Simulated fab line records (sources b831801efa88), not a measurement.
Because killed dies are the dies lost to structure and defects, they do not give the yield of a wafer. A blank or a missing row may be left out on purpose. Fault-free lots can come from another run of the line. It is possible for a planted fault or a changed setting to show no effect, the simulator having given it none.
2 desks, one fault ; flow sky130 ; what lay behind the numbers comes last; until then each desk has only its own

FROM THE METROLOGY DESK
What the gauges read for every lot (on any tool): the sampled wafers with a number, averaged. If a lot's mean is further than 4 standard deviations from the usual mean, the lot is out of limits and carries the mark OUT (the distance appears in the brackets).
Columns: A = VIA4_BOW at SKY_VIA4_BOW_MEAS_03, usual 81 um
lot;first seen here;A
L728;day 42 07:45;80
L729;day 42 09:14;97
L730;day 42 09:32;88
L732;day 43 06:22;81
L734;day 43 14:26;74
L735;day 43 22:43;87
L744;day 45 21:09;85
L745;day 46 20:29;84
L747;day 47 00:00;84
L748;day 47 00:16;82
L750;day 47 15:37;64
L751;day 47 15:56;85
Finding of this desk: none of the 12 lots has anything out of limits.

DESK OF THE TOOL OWNER: lithoTrack-04
The tool's own readings at SKY_VIA4_DEVELOP_10 (develop time 60 s): means of the sampled wafers that have a number, for each lot that ran on this tool. If a lot's mean is further than 4 standard deviations from the usual mean, the lot is out of limits and carries the mark OUT (the distance appears in the brackets).
Columns: A = developerTempC at SKY_VIA4_DEVELOP_10, usual 23.02 C
lot;first seen here;A
L729;day 43 08:14;23.08
L732;day 44 04:50;23.00
L735;day 44 20:31;22.93
L744;day 46 17:08;23.98 (+8.0) OUT
L745;day 47 15:40;24.01 (+8.3) OUT
This desk's finding: out of limits on L744, L745; first on L744, day 46 17:08 (developerTempC at SKY_VIA4_DEVELOP_10). L729, L732, L735: within limits.

ALL TOGETHER
At day 46 17:08, on L744, L745, the tool owner's desk was in a position to raise an alarm.
Nothing out of limits was seen by the metrology desk.
The metrology desk has L744, L745 on record, within its limits.
On lithoTrack-04, each named lot ran SKY_VIA4_DEVELOP_10.

WHAT THE SIMULATOR PUT IN
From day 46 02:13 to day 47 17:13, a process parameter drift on lithoTrack-04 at SKY_VIA4_DEVELOP_10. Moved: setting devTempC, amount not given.
Struck lots among those shown: L744, L745.
Delay in hours, fault start to first out-of-limits reading, by desk: the tool owner's desk at 15.
